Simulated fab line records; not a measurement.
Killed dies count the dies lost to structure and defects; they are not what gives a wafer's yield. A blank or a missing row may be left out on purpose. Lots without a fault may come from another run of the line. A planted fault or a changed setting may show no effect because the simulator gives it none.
fab line records	flow gf180mcu
record: lots: 24	wafers: 72	lastDay: 34
route steps=602 shown M1@315 V1@359 M2@363 M4@473 TOP_METAL@584
lots that met no fault: taken from a fault-free run of the same line
startH: hours from the record's opening day to when the first of the lot's shown wafers began	waitH: how many hours have passed since the lot's step before this one	" as in the row above	L1.1+2: a single row standing in for several wafers	- either no value or no given start	* or withheld: withheld	< > ~ a bound
route shown NAME@n: NAME is a module with steps in the file, n the number in the route of the first one	usual: the fault-free wafers' mean and standard deviation	same: alike in all rows	chamber/n: place in a boat	sites: per-site readings	_std_site: standard deviation of those values	_edge_site: the outer-site mean with the inner-site mean subtracted	radiusMm: how far each site lies from the wafer's centre	mask NAME#n: copy n	behind: the most recent tool/chamber to have shaped the wafer	hold: why the lot was held/for how many hours/how that ended	device: whichever transistor did not switch (one of n, p or np)	end of line: at the end of the route, the tests of the same wafers	a step without rows: its recipe alone	killed: dies lost to structure and defects at the first sort, not the wafer's yield	map: the dies of a wafer, with x for killed, . for not killed, _ for no die there
set.NAME: the run value of the setting; set.NAME@STEP: its run value at that earlier step	model.NAME: the simulator's own value behind a step, which no gauge read
one table for each step of the route and one row for each wafer, over a sample of lots
services: when a tool's chamber went out of use (startH, in hours from the record's first day, below 0 if earlier), for how many hours, and the reason
== steps ==
step: GF_M1_SPUTTER_00
recipe: material: Ti	targetThkNm: 37.5	arrivingIonEnergyEv: 80	substrateTempC: 200	chamberPressurePa: 2	powerW: 4000	timeS: 150
usual: throttleValvePct: 29.9/1.3
lot.wafer	tool	chamber	startH	waitH	throttleValvePct
L074.3	pvdSputter-04	-	371.11	0.2	30.3
L074.5	"	-	"	"	30.3
L074.6	"	-	"	"	29.2
L075.4	pvdSputter-04	-	374.45	0.1	28.8
L075.5	"	-	"	"	28.6
L075.6	"	-	"	"	30.8
L076.1	pvdSputter-04	-	384.04	0.1	30.5
L076.2	"	-	"	"	29.1
L076.4	"	-	"	"	30.6
L077.1	pvdSputter-02	-	384.39	0.1	28.1
L077.2	"	-	"	"	30.0
L077.3	"	-	"	"	29.0
L078.2	pvdSputter-04	-	408.59	0.1	30.5
L078.4	"	-	"	"	30.5
L078.5	"	-	"	"	28.8
L079.1	pvdSputter-04	-	414.85	0.1	30.6
L079.2	"	-	"	"	28.8
L079.3	"	-	"	"	30.2
L080.1	pvdSputter-03	-	424.83	0.2	32.8
L080.4	"	-	"	"	30.6
L080.5	"	-	"	"	30.3
L081.1	pvdSputter-03	-	440.37	0.2	28.4
L081.3	"	-	"	"	30.3
L081.4	"	-	"	"	30.0
L082.2	pvdSputter-03	-	448.47	0.2	28.4
L082.5	"	-	"	"	30.6
L082.6	"	-	"	"	29.8
L083.1	pvdSputter-03	-	452.91	0.1	30.1
L083.2	"	-	"	"	28.1
L083.3	"	-	"	"	32.5
L084.1	pvdSputter-03	-	462.34	0.2	30.5
L084.2	"	-	"	"	30.0
L084.6	"	-	"	"	30.2
L085.1	pvdSputter-03	-	472.07	0.1	30.4
L085.2	"	-	"	"	32.7
L085.5	"	-	"	"	32.8
L086.3	pvdSputter-03	-	477.60	0.1	30.5
L086.5	"	-	"	"	30.6
L086.6	"	-	"	"	28.1
L087.3	pvdSputter-02	-	479.08	0.1	29.8
L087.5	"	-	"	"	29.5
L087.6	"	-	"	"	28.3
L089.1	pvdSputter-04	-	496.65	0.2	30.4
L089.5	"	-	"	"	30.5
L089.6	"	-	"	"	29.2
L088.1	pvdSputter-03	-	498.95	0.2	30.5
L088.4	"	-	"	"	28.1
L088.6	"	-	"	"	28.1
L090.1	pvdSputter-03	-	505.05	0.1	30.6
L090.3	"	-	"	"	28.1
L090.5	"	-	"	"	29.8
L091.3	pvdSputter-03	-	513.05	0.2	32.5
L091.4	"	-	"	"	30.7
L091.6	"	-	"	"	30.1
L092.2	pvdSputter-04	-	516.80	0.2	28.9
L092.4	"	-	"	"	28.6
L092.6	"	-	"	"	30.6
L093.1	pvdSputter-02	-	520.40	0.2	29.9
L093.4	"	-	"	"	28.2
L093.5	"	-	"	"	29.8
L094.4	pvdSputter-03	-	532.70	0.2	28.6
L094.5	"	-	"	"	29.9
L094.6	"	-	"	"	30.8
L095.1	pvdSputter-04	-	543.28	0.1	28.7
L095.4	"	-	"	"	30.5
L095.6	"	-	"	"	28.8
L096.3	pvdSputter-04	-	548.21	0.1	29.0
L096.4	"	-	"	"	29.0
L096.5	"	-	"	"	28.6
L097.2	pvdSputter-03	-	556.14	0.2	28.3
L097.4	"	-	"	"	29.9
L097.5	"	-	"	"	28.5
step: GF_M1_SPUTTER_03
recipe: material: Ti	targetThkNm: 10	substrateTempC: 300	chamberPressurePa: 0.3	powerW: 3000	timeS: 6.7
usual: throttleValvePct: 29.9/1.3
lot.wafer	tool	chamber	startH	waitH	throttleValvePct
L074.3	pvdSputter-04	-	371.27	0.0	30.5
L074.5	"	-	"	"	30.4
L074.6	"	-	"	"	29.2
L075.4	pvdSputter-04	-	374.61	0.0	28.8
L075.5	"	-	"	"	28.7
L075.6	"	-	"	"	30.7
L076.1	pvdSputter-04	-	384.20	0.0	30.4
L076.2	"	-	"	"	28.9
L076.4	"	-	"	"	30.7
L077.1	pvdSputter-02	-	384.55	0.0	28.1
L077.2	"	-	"	"	29.5
L077.3	"	-	"	"	29.0
L078.2	pvdSputter-04	-	408.75	0.0	30.8
L078.4	"	-	"	"	30.5
L078.5	"	-	"	"	28.8
L079.1	pvdSputter-04	-	415.01	0.0	30.8
L079.2	"	-	"	"	28.9
L079.3	"	-	"	"	30.3
L080.1	pvdSputter-03	-	424.99	0.0	32.6
L080.4	"	-	"	"	30.5
L080.5	"	-	"	"	30.6
L081.1	pvdSputter-03	-	440.53	0.0	28.1
L081.3	"	-	"	"	30.7
L081.4	"	-	"	"	30.2
L082.2	pvdSputter-03	-	448.63	0.0	28.2
L082.5	"	-	"	"	30.5
L082.6	"	-	"	"	30.2
L083.1	pvdSputter-03	-	453.07	0.0	30.0
L083.2	"	-	"	"	28.2
L083.3	"	-	"	"	32.7
L084.1	pvdSputter-03	-	462.50	0.0	30.5
L084.2	"	-	"	"	29.9
L084.6	"	-	"	"	30.3
L085.1	pvdSputter-03	-	472.23	0.0	30.5
L085.2	"	-	"	"	32.6
L085.5	"	-	"	"	32.6
L086.3	pvdSputter-03	-	477.76	0.0	30.5
L086.5	"	-	"	"	30.4
L086.6	"	-	"	"	28.2
L087.3	pvdSputter-02	-	481.95	0.0	29.5
L087.5	"	-	"	"	29.6
L087.6	"	-	"	"	27.9
L089.1	pvdSputter-04	-	496.81	0.0	30.5
L089.5	"	-	"	"	30.7
L089.6	"	-	"	"	28.9
L088.1	pvdSputter-03	-	499.11	0.0	30.6
L088.4	"	-	"	"	28.2
L088.6	"	-	"	"	28.1
L090.1	pvdSputter-03	-	505.21	0.0	30.7
L090.3	"	-	"	"	27.9
L090.5	"	-	"	"	30.1
L091.3	pvdSputter-03	-	513.21	0.0	32.5
L091.4	"	-	"	"	30.4
L091.6	"	-	"	"	30.0
L092.2	pvdSputter-04	-	516.96	0.0	28.7
L092.4	"	-	"	"	28.7
L092.6	"	-	"	"	30.6
L093.1	pvdSputter-02	-	520.56	0.0	29.6
L093.4	"	-	"	"	28.2
L093.5	"	-	"	"	29.8
L094.4	pvdSputter-03	-	532.86	0.0	28.1
L094.5	"	-	"	"	30.1
L094.6	"	-	"	"	30.3
L095.1	pvdSputter-04	-	543.44	0.0	29.3
L095.4	"	-	"	"	30.4
L095.6	"	-	"	"	28.8
L096.3	pvdSputter-04	-	548.37	0.0	28.8
L096.4	"	-	"	"	29.1
L096.5	"	-	"	"	29.0
L097.2	pvdSputter-03	-	556.30	0.0	28.1
L097.4	"	-	"	"	30.2
L097.5	"	-	"	"	28.0
step: GF_V1_RS_MEAS_24
recipe: thkMeasGauge: four-point-probe	reads: W_of_V1_CVD_23+TiN_of_V1_SPUTTER_22+Ti_of_V1_SPUTTER_21
usual: V1_W_RS: 0.327/0.004
lot.wafer	tool	chamber	startH	waitH	V1_W_RS[ohm/sq]
L074.3	filmMetro-01	-	419.02	0.1	0.326
L074.5	"	-	"	"	0.328
L074.6	"	-	"	"	0.327
L075.4	filmMetro-02	-	422.98	0.2	0.328
L075.5	"	-	"	"	0.330
L075.6	"	-	"	"	0.323
L076.1	filmMetro-01	-	432.79	0.2	0.327
L076.2	"	-	"	"	0.326
L076.4	"	-	"	"	0.325
L077.1	filmMetro-03	-	433.09	0.1	0.331
L077.2	"	-	"	"	0.324
L077.3	"	-	"	"	0.329
L078.2	filmMetro-03	-	458.64	0.2	0.329
L078.4	"	-	"	"	0.331
L078.5	"	-	"	"	0.334
L079.1	filmMetro-03	-	464.69	0.2	0.323
L079.2	"	-	"	"	0.328
L079.3	"	-	"	"	0.328
L080.1	filmMetro-03	-	474.90	0.2	0.336
L080.4	"	-	"	"	0.330
L080.5	"	-	"	"	0.330
L081.1	filmMetro-02	-	491.11	0.1	0.324
L081.3	"	-	"	"	0.323
L081.4	"	-	"	"	0.323
L082.2	filmMetro-03	-	499.64	0.2	0.328
L082.5	"	-	"	"	0.334
L082.6	"	-	"	"	0.331
L083.1	filmMetro-03	-	503.37	0.2	0.333
L083.2	"	-	"	"	0.332
L083.3	"	-	"	"	0.329
L084.1	filmMetro-03	-	513.01	0.1	0.320
L084.2	"	-	"	"	0.324
L084.6	"	-	"	"	0.324
L085.1	filmMetro-03	-	522.23	0.1	0.332
L085.2	"	-	"	"	0.331
L085.5	"	-	"	"	0.328
L086.3	filmMetro-01	-	527.75	0.1	0.326
L086.5	"	-	"	"	0.328
L086.6	"	-	"	"	0.325
L087.3	filmMetro-01	-	532.51	0.1	0.320
L087.5	"	-	"	"	0.330
L087.6	"	-	"	"	0.325
L089.1	filmMetro-02	-	547.16	0.1	0.320
L089.5	"	-	"	"	0.319
L089.6	"	-	"	"	0.320
L088.1	filmMetro-01	-	549.20	0.1	0.323
L088.4	"	-	"	"	0.321
L088.6	"	-	"	"	0.323
L090.1	filmMetro-02	-	555.46	0.1	0.321
L090.3	"	-	"	"	0.318
L090.5	"	-	"	"	0.321
L091.3	filmMetro-03	-	562.37	0.1	0.331
L091.4	"	-	"	"	0.325
L091.6	"	-	"	"	0.326
L092.2	filmMetro-02	-	566.33	0.1	0.330
L092.4	"	-	"	"	0.329
L092.6	"	-	"	"	0.330
L093.1	filmMetro-03	-	568.25	0.1	0.327
L093.4	"	-	"	"	0.328
L093.5	"	-	"	"	0.324
L094.4	filmMetro-03	-	581.07	0.1	0.322
L094.5	"	-	"	"	0.325
L094.6	"	-	"	"	0.319
L095.1	filmMetro-01	-	589.78	0.1	0.332
L095.4	"	-	"	"	0.332
L095.6	"	-	"	"	0.328
L096.3	filmMetro-03	-	594.32	0.1	0.336
L096.4	"	-	"	"	0.333
L096.5	"	-	"	"	0.334
L097.2	filmMetro-03	-	601.18	0.1	0.329
L097.4	"	-	"	"	0.333
L097.5	"	-	"	"	0.325
step: GF_M2_SPUTTER_01
recipe: material: TiN	targetThkNm: 30	powerW: 6500	timeS: 25	chamberPressurePa: 0.4
usual: throttleValvePct: 29.7/1.3
lot.wafer	tool	chamber	startH	waitH	throttleValvePct
L074.3	pvdSputter-03	-	419.56	0.1	28.4
L074.5	"	-	"	"	30.4
L074.6	"	-	"	"	30.0
L075.4	pvdSputter-01	-	423.50	0.1	31.2
L075.5	"	-	"	"	27.8
L075.6	"	-	"	"	29.8
L076.1	pvdSputter-02	-	433.37	0.1	28.2
L076.2	"	-	"	"	29.9
L076.4	"	-	"	"	30.0
L077.1	pvdSputter-01	-	433.67	0.1	30.9
L077.2	"	-	"	"	27.9
L077.3	"	-	"	"	31.0
L078.2	pvdSputter-02	-	459.20	0.1	29.0
L078.4	"	-	"	"	29.9
L078.5	"	-	"	"	28.8
L079.1	pvdSputter-02	-	465.27	0.1	28.3
L079.2	"	-	"	"	29.7
L079.3	"	-	"	"	28.8
L080.1	pvdSputter-01	-	475.48	0.1	30.0
L080.4	"	-	"	"	28.0
L080.5	"	-	"	"	31.3
L081.1	pvdSputter-01	-	491.69	0.1	30.8
L081.3	"	-	"	"	29.9
L081.4	"	-	"	"	27.8
L082.2	pvdSputter-02	-	500.20	0.1	29.7
L082.5	"	-	"	"	28.3
L082.6	"	-	"	"	28.9
L083.1	pvdSputter-02	-	503.95	0.1	29.8
L083.2	"	-	"	"	29.1
L083.3	"	-	"	"	28.1
L084.1	pvdSputter-02	-	513.59	0.1	29.7
L084.2	"	-	"	"	29.6
L084.6	"	-	"	"	29.8
L085.1	pvdSputter-02	-	522.81	0.1	29.5
L085.2	"	-	"	"	29.6
L085.5	"	-	"	"	29.4
L086.3	pvdSputter-01	-	528.29	0.1	30.9
L086.5	"	-	"	"	29.9
L086.6	"	-	"	"	27.7
L087.3	pvdSputter-01	-	533.05	0.1	28.1
L087.5	"	-	"	"	28.0
L087.6	"	-	"	"	29.9
L089.1	pvdSputter-01	-	547.74	0.1	30.8
L089.5	"	-	"	"	30.0
L089.6	"	-	"	"	28.1
L088.1	pvdSputter-02	-	549.78	0.1	29.1
L088.4	"	-	"	"	30.0
L088.6	"	-	"	"	28.2
L090.1	pvdSputter-02	-	556.04	0.1	30.0
L090.3	"	-	"	"	29.0
L090.5	"	-	"	"	28.3
L091.3	pvdSputter-03	-	562.91	0.1	29.9
L091.4	"	-	"	"	30.6
L091.6	"	-	"	"	32.5
L092.2	pvdSputter-03	-	566.89	0.1	30.5
L092.4	"	-	"	"	30.2
L092.6	"	-	"	"	28.3
L093.1	pvdSputter-01	-	568.83	0.1	29.7
L093.4	"	-	"	"	31.4
L093.5	"	-	"	"	31.1
L094.4	pvdSputter-02	-	581.59	0.1	29.7
L094.5	"	-	"	"	29.3
L094.6	"	-	"	"	27.9
L095.1	pvdSputter-01	-	590.36	0.1	30.7
L095.4	"	-	"	"	31.2
L095.6	"	-	"	"	28.0
L096.3	pvdSputter-03	-	594.86	0.1	29.8
L096.4	"	-	"	"	32.7
L096.5	"	-	"	"	29.6
L097.2	pvdSputter-03	-	601.74	0.1	28.5
L097.4	"	-	"	"	32.4
L097.5	"	-	"	"	30.5
step: GF_M4_STRIP_17
recipe: chemistry: O2/N2	powerW: 1400	pressureMtorr: 1500	platenTempC: 250	o2FlowSccm: 3000	n2FlowSccm: 300	overashFraction: 0.5
usual: drypumpMotorCurrentA: 5.7/0.43	heaterPowerW: 299/43	oesProductAu: 0.557/0.0045	stripTimeToEndpointS: 7.88/0.048
lot.wafer	tool	chamber	startH	waitH	drypumpMotorCurrentA	heaterPowerW	oesProductAu	rfHoursCounterH	stripTimeToEndpointS
L074.3	plasmaAsher-02	0	545.47	0.1	6.1	363	0.561	-	7.95
L074.5	"	0	"	"	6.0	359	0.563	-	7.95
L074.6	"	1	"	"	5.6	352	0.555	-	7.88
L075.4	plasmaAsher-03	1	549.86	0.1	6.4	240	0.556	-	7.85
L075.5	"	0	"	"	5.3	278	0.560	-	7.91
L075.6	"	1	"	"	6.4	239	0.555	-	7.82
L076.1	plasmaAsher-02	1	558.48	0.1	5.6	357	0.561	88	7.80
L076.2	"	0	"	"	6.1	363	0.556	88	7.89
L076.4	"	1	"	"	5.6	355	0.557	-	7.84
L077.1	plasmaAsher-03	0	558.77	0.1	5.3	278	0.548	45	7.80
L077.2	"	1	"	"	6.4	242	0.560	45	7.87
L077.3	"	1	"	"	6.4	244	0.564	-	7.85
L078.2	plasmaAsher-01	1	580.97	0.1	5.6	315	0.556	15	7.91
L078.4	"	1	"	"	5.6	326	0.562	-	7.95
L078.5	"	1	"	"	5.6	329	0.567	-	7.93
L079.1	plasmaAsher-03	1	586.38	0.1	6.4	244	0.557	48	7.88
L079.2	"	0	"	"	5.2	273	0.558	48	7.91
L079.3	"	1	"	"	6.4	239	0.556	-	7.89
L080.1	plasmaAsher-01	0	596.47	0.1	5.5	295	0.558	17	7.83
L080.4	"	1	"	"	5.6	324	0.562	-	7.86
L080.5	"	1	"	"	5.6	328	0.546	-	7.85
L081.1	plasmaAsher-01	0	611.22	0.1	5.5	296	0.559	18	7.83
L081.3	"	1	"	"	5.6	327	0.554	-	7.80
L081.4	"	0	"	"	5.5	297	0.561	-	7.92
L082.2	plasmaAsher-01	0	617.52	0.1	5.5	301	0.562	19	7.95
L082.5	"	1	"	"	5.6	329	0.551	-	7.91
L082.6	"	0	"	"	5.5	298	0.545	-	7.83
L083.1	plasmaAsher-03	0	621.15	0.1	5.3	278	0.555	52	7.88
L083.2	"	1	"	"	6.4	239	0.555	52	7.87
L083.3	"	0	"	"	5.3	272	0.567	-	7.89
L084.1	plasmaAsher-01	0	629.10	0.1	5.5	303	0.555	20	7.87
L084.2	"	1	"	"	5.6	325	0.554	20	7.91
L084.6	"	0	"	"	5.5	300	0.557	-	7.86
L085.1	plasmaAsher-01	0	636.78	0.1	5.5	297	0.563	21	7.93
L085.2	"	1	"	"	5.6	331	0.564	21	7.91
L085.5	"	1	"	"	5.6	327	0.562	-	7.90
L086.3	plasmaAsher-03	0	643.13	0.1	5.3	280	0.556	-	7.81
L086.5	"	0	"	"	5.3	281	0.555	-	7.83
L086.6	"	1	"	"	6.4	241	0.557	-	7.86
L087.3	plasmaAsher-03	0	646.71	0.1	5.2	277	0.563	-	7.95
L087.5	"	0	"	"	5.2	287	0.556	-	7.92
L087.6	"	1	"	"	6.4	238	0.557	-	7.94
L089.1	plasmaAsher-02	1	657.79	0.2	5.6	342	0.559	99	7.89
L089.5	"	0	"	"	6.1	360	0.561	-	7.86
L089.6	"	1	"	"	5.6	354	0.556	-	7.84
L088.1	plasmaAsher-02	0	659.99	0.1	6.1	363	0.556	99	7.92
L088.4	"	1	"	"	5.6	360	0.562	-	7.95
L088.6	"	0	"	"	6.1	357	0.553	-	7.91
L090.1	plasmaAsher-02	0	665.14	0.1	6.0	364	0.562	100	7.99
L090.3	"	0	"	"	6.0	362	0.561	-	7.93
L090.5	"	1	"	"	5.6	356	0.553	-	7.97
L091.3	plasmaAsher-03	1	672.20	0.1	6.4	244	0.555	-	7.90
L091.4	"	0	"	"	5.3	282	0.553	-	7.95
L091.6	"	0	"	"	5.2	274	0.558	-	7.90
L092.2	plasmaAsher-03	0	675.37	0.1	5.2	275	0.545	56	7.86
L092.4	"	0	"	"	5.3	273	0.554	-	7.90
L092.6	"	0	"	"	5.2	276	0.557	-	7.80
L093.1	plasmaAsher-01	0	677.30	0.1	5.5	301	0.557	26	7.92
L093.4	"	0	"	"	5.5	300	0.558	-	7.84
L093.5	"	1	"	"	5.6	331	0.554	-	7.85
L094.4	plasmaAsher-03	0	687.76	0.1	5.2	277	0.555	-	7.88
L094.5	"	1	"	"	6.4	242	0.557	-	7.91
L094.6	"	0	"	"	5.3	275	0.560	-	7.89
L095.1	plasmaAsher-02	0	695.58	0.1	6.1	358	0.560	103	7.83
L095.4	"	0	"	"	6.1	369	0.561	-	7.90
L095.6	"	0	"	"	6.1	362	0.552	-	7.91
L096.3	plasmaAsher-03	0	700.13	0.1	5.2	272	0.560	-	7.86
L096.4	"	1	"	"	6.4	243	0.563	-	7.94
L096.5	"	0	"	"	5.3	280	0.556	-	7.96
L097.2	plasmaAsher-03	0	706.30	0.1	5.3	274	0.562	58	7.90
L097.4	"	0	"	"	5.2	277	0.555	-	7.79
L097.5	"	1	"	"	6.4	237	0.551	-	7.79
step: GF_TOP_METAL_STRIP_17
recipe: chemistry: O2/N2	powerW: 1400	pressureMtorr: 1500	platenTempC: 250	o2FlowSccm: 3000	n2FlowSccm: 300	overashFraction: 0.5
usual: drypumpMotorCurrentA: 5.68/0.26	heaterPowerW: 334/23	oesProductAu: 0.710/0.0047	stripTimeToEndpointS: 13.37/0.077
lot.wafer	tool	chamber	startH	waitH	drypumpMotorCurrentA	heaterPowerW	oesProductAu	rfHoursCounterH	stripTimeToEndpointS
L074.3	plasmaAsher-02	0	656.82	0.1	6.06	368	0.706	-	13.29
L074.5	"	0	"	"	6.04	370	0.710	-	13.28
L074.6	"	1	"	"	5.59	355	0.713	-	13.31
L075.4	plasmaAsher-04	0	660.14	0.1	6.00	316	0.724	-	13.43
L075.5	"	1	"	"	5.40	361	0.712	-	13.47
L075.6	"	0	"	"	5.98	310	0.710	-	13.53
L076.1	plasmaAsher-02	1	668.36	0.1	5.59	346	0.709	100	13.50
L076.2	"	0	"	"	6.08	358	0.708	100	13.33
L076.4	"	1	"	"	5.59	349	0.709	-	13.41
L077.1	plasmaAsher-04	0	668.53	0.1	5.99	318	0.716	92	13.41
L077.2	"	1	"	"	5.40	362	0.717	92	13.33
L077.3	"	1	"	"	5.39	338	0.714	-	13.30
L078.2	plasmaAsher-04	0	687.71	0.1	6.01	312	0.710	94	13.44
L078.4	"	0	"	"	5.99	303	0.708	-	13.36
L078.5	"	0	"	"	6.00	312	0.702	-	13.27
L079.1	plasmaAsher-01	0	693.41	0.1	5.49	297	0.714	27	13.32
L079.2	"	1	"	"	5.57	328	0.709	27	13.46
L079.3	"	1	"	"	5.56	340	0.713	-	13.41
L080.1	plasmaAsher-02	1	702.23	0.1	5.61	350	0.704	104	13.47
L080.4	"	0	"	"	6.05	367	0.709	-	13.43
L080.5	"	0	"	"	6.03	358	0.710	-	13.45
L081.1	plasmaAsher-04	1	714.79	0.3	5.38	359	0.709	97	13.30
L081.3	"	0	"	"	5.99	325	0.708	-	13.26
L081.4	"	1	"	"	5.41	360	0.713	-	13.29
L082.2	plasmaAsher-02	1	720.59	0.1	5.60	343	0.708	106	13.32
L082.5	"	1	"	"	5.61	353	0.708	-	13.30
L082.6	"	0	"	"	6.06	365	0.710	-	13.47
L083.1	plasmaAsher-04	0	723.99	0.1	6.00	320	0.705	98	13.40
L083.2	"	1	"	"	5.38	350	0.708	98	13.23
L083.3	"	1	"	"	5.41	348	0.700	-	13.20
L084.1	plasmaAsher-01	0	730.83	0.1	5.48	312	0.703	31	13.31
L084.2	"	1	"	"	5.57	321	0.709	31	13.30
L084.6	"	1	"	"	5.56	331	0.713	-	13.22
L085.1	plasmaAsher-01	0	737.93	0.1	5.49	298	0.712	32	13.45
L085.2	"	1	"	"	5.57	331	0.714	32	13.38
L085.5	"	1	"	"	5.59	328	0.713	-	13.41
L086.3	plasmaAsher-04	0	743.57	0.2	5.99	313	0.705	-	13.40
L086.5	"	0	"	"	5.97	304	0.712	-	13.40
L086.6	"	1	"	"	5.39	359	0.717	-	13.32
L087.3	plasmaAsher-04	0	746.57	0.1	5.99	316	0.715	-	13.36
L087.5	"	1	"	"	5.40	359	0.705	-	13.47
L087.6	"	0	"	"	5.98	313	0.712	-	13.37
L089.1	plasmaAsher-04	1	755.33	0.1	5.39	360	0.709	102	13.29
L089.5	"	0	"	"	5.99	316	0.711	-	13.21
L089.6	"	1	"	"	5.41	361	0.717	-	13.27
L088.1	plasmaAsher-02	1	757.36	0.1	5.60	353	0.700	2	13.37
L088.4	"	1	"	"	5.62	364	0.719	-	13.43
L088.6	"	0	"	"	6.06	337	0.706	-	13.37
L090.1	plasmaAsher-02	1	760.88	0.1	5.62	360	0.712	2	13.42
L090.3	"	0	"	"	6.09	342	0.709	-	13.40
L090.5	"	1	"	"	5.62	367	0.708	-	13.45
L091.3	plasmaAsher-04	0	768.50	0.1	5.99	314	0.713	-	13.44
L091.4	"	1	"	"	5.42	359	0.704	-	13.51
L091.6	"	1	"	"	5.43	362	0.706	-	13.44
L092.2	plasmaAsher-02	1	771.63	0.1	5.60	352	0.705	3	13.33
L092.4	"	0	"	"	6.06	346	0.710	-	13.38
L092.6	"	0	"	"	6.05	343	0.703	-	13.36
L093.1	plasmaAsher-01	0	772.58	0.1	5.45	296	0.701	36	13.44
L093.4	"	1	"	"	5.55	326	0.708	-	13.30
L093.5	"	1	"	"	5.58	327	0.715	-	13.36
L094.4	plasmaAsher-04	0	782.37	0.1	6.00	317	0.717	-	13.24
L094.5	"	0	"	"	6.00	310	0.714	-	13.43
L094.6	"	1	"	"	5.40	366	0.715	-	13.24
L095.1	plasmaAsher-01	0	787.41	0.1	5.47	296	0.710	37	13.49
L095.4	"	0	"	"	5.48	298	0.715	-	13.37
L095.6	"	0	"	"	5.50	297	0.711	-	13.45
L096.3	plasmaAsher-01	0	790.64	0.1	5.48	292	0.707	-	13.50
L096.4	"	1	"	"	5.56	335	0.715	-	13.31
L096.5	"	0	"	"	5.49	295	0.704	-	13.34
L097.2	plasmaAsher-01	1	795.68	0.1	5.55	325	0.709	38	13.37
L097.4	"	0	"	"	5.44	298	0.711	-	13.23
L097.5	"	1	"	"	5.56	337	0.709	-	13.23
== services ==
tool	chamber	startH	hours	kind
plasmaAsher-03	-	359.28	4.3	pm
plasmaAsher-03	-	414.83	1.4	repair
plasmaAsher-01	-	421.25	9.0	pm
pvdSputter-04	-	443.54	0.5	repair
plasmaAsher-01	-	452.32	0.6	repair
pvdSputter-03	0	472.29	-	consumableReplace:kit
pvdSputter-03	0	472.29	18.0	scheduledDown
pvdSputter-03	0	472.29	18.0	ventCycle
pvdSputter-04	-	494.03	1.6	repair
pvdSputter-01	-	506.63	14.9	repair
pvdSputter-01	-	551.93	1.0	repair
plasmaAsher-04	-	564.87	0.8	repair
plasmaAsher-04	-	580.37	5.7	repair
pvdSputter-03	3	594.98	-	consumableReplace:kit
plasmaAsher-02	-	607.27	3.4	repair
plasmaAsher-03	-	649.76	20.9	pm
plasmaAsher-01	-	657.11	4.0	pm
pvdSputter-04	-	670.17	7.5	repair
plasmaAsher-04	-	685.30	1.2	repair
plasmaAsher-03	-	701.59	1.7	repair
plasmaAsher-04	-	704.19	4.0	pm
plasmaAsher-02	-	733.75	9.0	pm
plasmaAsher-01	-	767.34	2.4	repair
pvdSputter-02	-	777.50	2.0	repair
== key ==
fault none
